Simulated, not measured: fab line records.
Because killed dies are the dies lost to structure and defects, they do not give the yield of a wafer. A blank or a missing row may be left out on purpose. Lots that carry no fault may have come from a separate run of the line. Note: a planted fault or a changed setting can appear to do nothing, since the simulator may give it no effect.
Split-lot trial -- flow gf180mcu -- route with 602 steps; 5 lots, 23 wafers read

## SPLIT DETAILS
At GF_V2_SPUTTER_21 (material Ti, target thk 15 nm, time 80.02 s), the setting timeS was moved away from the recipe's 80.02 s on 7 of the 23 wafers read, by -12.6% to +6.0%. The other wafers ran this setting at the recipe's value.

The reading comes from the split's own step.

## THE READING
Ti_of_V2_SPUTTER_21.thkNm (the simulator's own value, which no gauge read), in nm, at GF_V2_SPUTTER_21 (material Ti, target thk 15 nm, time 80.02 s). No usual value for it is given in the file. The 16 wafers here that ran the recipe average 15.04 nm, standard deviation 0.19 nm.

wafer,"tool, chamber at the split","timeS as run, s",against the recipe,"Ti_of_V2_SPUTTER_21.thkNm, nm",against lot-mates on the recipe
L074.3,"pvdSputter-03, -",80.02,recipe,14.9,-
L074.4,"pvdSputter-03, -",80.02,recipe,14.88,-
L074.5,"pvdSputter-03, -",80.02,recipe,14.92,-
L079.1,"pvdSputter-03, -",84.81,+6.0%,16.21,+1.13
L079.3,"pvdSputter-03, -",80.02,recipe,15.14,-
L079.5,"pvdSputter-03, -",80.02,recipe,15.14,-
L079.4,"pvdSputter-03, -",84.81,+6.0%,15.98,+0.90
L079.6,"pvdSputter-03, -",80.02,recipe,14.97,-
L080.1,"pvdSputter-02, -",80.02,recipe,15.36,-
L080.2,"pvdSputter-02, -",80.02,recipe,15.2,-
L080.3,"pvdSputter-02, -",80.02,recipe,15.22,-
L080.6,"pvdSputter-02, -",80.02,recipe,15.22,-
L080.5,"pvdSputter-02, -",80.02,recipe,15.21,-
L081.1,"pvdSputter-01, -",80.02,recipe,15.07,-
L081.3,"pvdSputter-01, -",74.5,-6.9%,14.08,-1.01
L081.4,"pvdSputter-01, -",80.02,recipe,15.11,-
L081.5,"pvdSputter-01, -",74.5,-6.9%,14.01,-1.08
L081.6,"pvdSputter-01, -",74.5,-6.9%,13.97,-1.12
L082.2,"pvdSputter-02, -",69.92,-12.6%,12.93,-1.81
L082.3,"pvdSputter-02, -",80.02,recipe,14.73,-
L082.4,"pvdSputter-02, -",80.02,recipe,14.84,-
L082.5,"pvdSputter-02, -",80.02,recipe,14.66,-
L082.6,"pvdSputter-02, -",69.92,-12.6%,12.82,-1.92

THE FIT
A straight line over all 23 wafers: Ti_of_V2_SPUTTER_21.thkNm changes by +0.167 nm for each +1% of timeS; r = +0.98; the points scatter about the line by 0.18 nm.
The same after taking each lot's own level away (the mean of its wafers on the recipe; 23 wafers): +0.154 nm for each +1%; r = +0.99; scatter 0.075 nm.
The reading moves by 1.9 nm for the largest change in timeS, on that fit.
From 14.743 to 15.242 nm: that is the span of the lots' own levels, equal to 2.6 times the standard deviation above.
The two slopes agree, so the slope changes little with the lot-to-lot level.
Check: for one of the wafers moved furthest among these (-12.6%), held out of the fit, the line's prediction against its lot-mates is -1.97 nm. Against them it came out at -1.81 nm.

## OTHER SPLITS APPLIED TO THESE WAFERS
These wafers also went through other splits before the reading. Each is held against what the fit with the lots' levels taken away leaves over:
other split on the same wafers,wafers away from the commonest value,r with Ti_of_V2_SPUTTER_21.thkNm (lot level and that fit taken away)
GF_SAB_CVD_00 timeS,5,+0.04
GF_CONTACT_PEB_12 pebTempC,10,-0.21
GF_M1_SPUTTER_03 timeS,12,-0.04
GF_M1_EXPOSE_11 doseMj,7,+0.06
GF_M1_STRIP_17 powerW,12,+0.11
GF_V1_CMP_04 leaveAboveRefNm,10,+0.01
GF_V1_ETCH_16 sourceW,7,-0.15
GF_M2_COAT_09 resistThkNm,6,-0.30
GF_M2_DEVELOP_13 devTempC,10,-0.29

## FILE'S OWN FIT
Ti_of_V2_SPUTTER_21.thkNm changes by +0.152 nm for each +1% of timeS, r = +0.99.
